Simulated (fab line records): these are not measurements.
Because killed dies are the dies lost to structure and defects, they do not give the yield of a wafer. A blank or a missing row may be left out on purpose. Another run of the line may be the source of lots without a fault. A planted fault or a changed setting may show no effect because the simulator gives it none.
A single fault, viewed from 2 desks ; flow sky130 ; every desk sees just its own numbers, and what lay behind them comes last

AT THE METROLOGY DESK
What the gauges read for every lot (on any tool): the sampled wafers with a number, averaged. Marked OUT: a lot whose mean sits more than 4 standard deviations from the usual mean, which makes it out of limits; the brackets give that distance.
Columns: A = FIELD_ISO_OXIDATION_01_THK at SKY_FIELD_ISO_THK_MEAS_23, usual 9.95 nm; B = FIELD_ISO_CVD_24_THK at SKY_FIELD_ISO_THK_MEAS_25, usual 594 nm; C = NWELL_OXIDATION_THK at SKY_NWELL_THK_MEAS_02, usual 9.95 nm; D = DNWELL_TW at SKY_DNWELL_TW_MEAS_09, usual 1124; E = PWDE_OVL at SKY_PWDE_OVL_MEAS_07, usual 1.0 nm; F = PWDE_TW at SKY_PWDE_TW_MEAS_10, usual 376
lot;first seen here;A;B;C;D;E;F
L815;day 3 03:13;9.91;596;9.85;1139;1.0;375
L820;day 4 05:39;9.94;592;10.07;1130;1.6;380
L821;day 4 13:03;10.06;591;10.22;1123;0.0;379
L825;day 5 07:16;9.95;595;9.91;1103;2.4;379
L833;day 7 03:18;9.94;590;9.89;1121;1.8;374
L834;day 7 09:53;9.65;591;10.10;1138;1.8;373
This desk's finding: nothing out of limits on any of the 6 lots.

DESK OF THE TOOL OWNER: furnace-02
The tool's own readings at SKY_NWELL_OXIDATION_01 (stabilise 600 s, purge 300 s, target thk 10 nm): means of the sampled wafers that have a number, for each lot that ran on this tool. Marked OUT: a lot whose mean sits more than 4 standard deviations from the usual mean, which makes it out of limits; the brackets give that distance.
Columns: A = zonePowerCentrePct at SKY_NWELL_OXIDATION_01, usual 17.9 %
lot;first seen here;A
L815;day 3 07:37;16.6
L820;day 4 10:28;16.5
L821;day 4 17:07;16.8
This desk's finding: nothing out of limits on any of the 3 lots.

PUT TOGETHER
Metrology desk: nothing out of limits seen.
Nothing out of limits was seen by the tool owner's desk.

WHAT HAD BEEN PUT IN BY THE SIMULATOR
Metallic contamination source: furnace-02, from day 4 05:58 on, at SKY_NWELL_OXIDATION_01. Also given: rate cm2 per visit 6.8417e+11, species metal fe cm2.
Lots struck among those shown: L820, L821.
